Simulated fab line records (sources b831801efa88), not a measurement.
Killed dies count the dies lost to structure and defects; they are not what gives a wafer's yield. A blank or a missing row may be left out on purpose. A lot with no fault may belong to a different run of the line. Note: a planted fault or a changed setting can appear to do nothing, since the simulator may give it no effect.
Which tool is to blame? + flow sky130 + 15 lots, 45 wafers sampled, at 1 step of a route of 708

## WHAT THE GAUGES SHOWED, per wafer
SKY_VIA2_OVL_MEAS_13. Usual: VIA2_OVL typically reads 3 nm, with standard deviation 6.4.
| lot  | measured     | on         | VIA2_OVL (nm) | flag |
|------|--------------|------------|---------------|------|
| L910 | day 36 13:38 | overlay-01 | 17 13 5       |      |
| L912 | day 37 00:14 | overlay-02 | -1 1 -1       |      |
| L913 | day 37 07:08 | overlay-01 | 0 1 3         |      |
| L915 | day 38 14:08 | overlay-02 | -2 11 10      |      |
| L916 | day 38 15:28 | overlay-02 | -6 -9 -9      |      |
| L918 | day 38 20:38 | overlay-01 | 7 -6 3        |      |
| L919 | day 39 05:08 | overlay-02 | 10 4 8        |      |
| L926 | day 41 06:17 | overlay-01 | -5 6 1        |      |
| L927 | day 41 07:10 | overlay-01 | -8 6 -1       |      |
| L928 | day 41 11:13 | overlay-02 | 1 3 5         |      |
| L930 | day 42 10:22 | overlay-01 | 10 9 8        |      |
| L929 | day 42 11:19 | overlay-01 | 1 7 6         |      |
| L931 | day 42 13:46 | overlay-01 | 3 5 5         |      |
| L932 | day 42 19:50 | overlay-02 | 2 -3 2        |      |
| L933 | day 43 01:32 | overlay-02 | 12 12 6       |      |

## WHICH TOOL RAN EACH LOT (tool, then ch and the chambers of the sampled wafers, then the start)
The record holds no process step before these readings.

## WHAT THE TOOLS THEMSELVES READ (means of the sampled wafers that have a number; where no wafer has one, the mark that the record gives instead)
The record holds no such reading with a usual standard deviation.

## THE ANSWER, worked out from the rows above alone
Rule: lot off if the mean of its wafers having a number is beyond 3 standard deviations from the usual mean. Also off: a lot with no number at a reading for which 4 or more lots have one. All remaining lots with rows at the step are treated as sound. Order of review: gauges by route order, followed by the tools' own readings, for which a lot's mean as printed above is used. At the first step where some lot is off, the reading lying furthest off is the one used; lots without a number count as furthest.
No lot is off on any of the readings shown, so nothing can be concluded from this.

## WHAT WAS PUT IN BY THE SIMULATOR
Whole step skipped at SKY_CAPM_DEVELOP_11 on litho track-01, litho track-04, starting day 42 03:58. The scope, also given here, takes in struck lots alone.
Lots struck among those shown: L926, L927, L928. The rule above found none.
